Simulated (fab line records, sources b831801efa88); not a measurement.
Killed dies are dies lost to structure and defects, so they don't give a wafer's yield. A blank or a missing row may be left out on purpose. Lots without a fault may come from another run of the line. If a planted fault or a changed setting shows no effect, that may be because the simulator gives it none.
One fault through the eyes of 2 desks || flow gf180mcu || each desk holds nothing but its own numbers, with what lay behind them at the end

TOOL OWNER'S DESK, implanter-02
The tool's own readings at GF_VT_IMPLANT_IMPLANT_41: means of the sampled wafers that have a number, for each lot that ran on this tool. A lot is out of limits, marked OUT, if its mean lies more than 4 standard deviations from the usual mean; the brackets give that distance.
Columns: A = beam energy keV at GF_VT_IMPLANT_IMPLANT_41, usual 70.001; B = beam on s at GF_VT_IMPLANT_IMPLANT_41, usual 9.99 s
{"lot": "L905", "first seen here": "day 9 02:36", "A": 70.008, "B": 9.96}
{"lot": "L906", "first seen here": "day 9 07:13", "A": 69.992, "B": 10.25}
{"lot": "L907", "first seen here": "day 9 11:46", "A": 69.994, "B": 10.17}
{"lot": "L908", "first seen here": "day 9 19:18", "A": 70.060, "B": 9.97}
{"lot": "L914", "first seen here": "day 11 10:11", "A": "82.778 (+99 or more) OUT", "B": 10.14}
{"lot": "L917", "first seen here": "day 12 06:19", "A": "82.835 (+99 or more) OUT", "B": 9.85}
Finding of this desk: L914, L917 out of limits; the first was L914 at day 11 10:11, on beam energy keV at GF_VT_IMPLANT_IMPLANT_41. In limits: L905, L906, L907, L908.

AT THE METROLOGY DESK
What the gauges read for every lot (on any tool): the sampled wafers with a number, averaged. A lot is out of limits, marked OUT, if its mean lies more than 4 standard deviations from the usual mean; the brackets give that distance.
Columns: A = LVPWELL_OVL at GF_LVPWELL_OVL_MEAS_07, usual -0.7 nm; B = VT_IMPLANT_03_OVL at GF_VT_IMPLANT_OVL_MEAS_40, usual -1.0 nm; C = VT_IMPLANT_4_TW at GF_VT_IMPLANT_TW_MEAS_43, usual 690; D = MVSD_RS at GF_VT_IMPLANT_RS_MEAS_46, usual 456.9 ohm/sq
{"lot": "L900", "first seen here": "day 3 19:38", "A": -2.3, "B": -1.6, "C": 686, "D": 458.5}
{"lot": "L902", "first seen here": "day 4 07:01", "A": -2.0, "B": 1.2, "C": 691, "D": 457.3}
{"lot": "L903", "first seen here": "day 4 16:43", "A": -1.4, "B": -2.5, "C": 688, "D": 456.6}
{"lot": "L904", "first seen here": "day 4 20:20", "A": 0.9, "B": -0.9, "C": 696, "D": 458.2}
{"lot": "L905", "first seen here": "day 5 04:22", "A": -1.0, "B": 0.6, "C": 685, "D": 457.6}
{"lot": "L906", "first seen here": "day 5 07:25", "A": -0.3, "B": -1.6, "C": 684, "D": 457.2}
{"lot": "L907", "first seen here": "day 5 12:28", "A": -0.3, "B": -2.2, "C": 698, "D": 458.2}
{"lot": "L908", "first seen here": "day 5 17:20", "A": -1.1, "B": -1.1, "C": 693, "D": 456.2}
{"lot": "L909", "first seen here": "day 5 23:35", "A": -0.2, "B": 0.3, "C": 692, "D": 454.9}
{"lot": "L914", "first seen here": "day 7 03:44", "A": -0.4, "B": -0.9, "C": "722 (+7.5) OUT", "D": 457.6}
{"lot": "L917", "first seen here": "day 7 20:22", "A": -1.2, "B": -0.5, "C": "723 (+7.7) OUT", "D": 456.7}
{"lot": "L919", "first seen here": "day 8 07:29", "A": -1.0, "B": -3.1, "C": 684, "D": 457.0}
{"lot": "L921", "first seen here": "day 8 23:58", "A": -2.2, "B": -0.9, "C": 698, "D": 458.6}
{"lot": "L922", "first seen here": "day 9 01:17", "A": -1.4, "B": -4.1, "C": 695, "D": 455.2}
Finding of this desk: L914, L917 out of limits, first seen on L914 at day 11 10:26 (VT_IMPLANT_4_TW at GF_VT_IMPLANT_TW_MEAS_43). In limits: L900, L902, L903, L904, L905, L906, L907, L908, L909, L919, L921, L922.

BROUGHT TOGETHER
On L914, L917, at day 11 10:11, an alarm was possible from the tool owner's desk.
On L914, L917, the metrology desk was in a position to raise an alarm at day 11 10:26.
On implanter-02, each named lot ran GF_VT_IMPLANT_IMPLANT_41.

WHAT THE SIMULATOR HAD INSERTED
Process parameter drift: implanter-02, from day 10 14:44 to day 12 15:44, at GF_VT_IMPLANT_IMPLANT_41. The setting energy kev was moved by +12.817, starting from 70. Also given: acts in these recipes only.
Shown lots that were struck: L914, L917.
Fault start to first reading out of limits, in hours, per desk: tool owner, 19; metrology, 20.
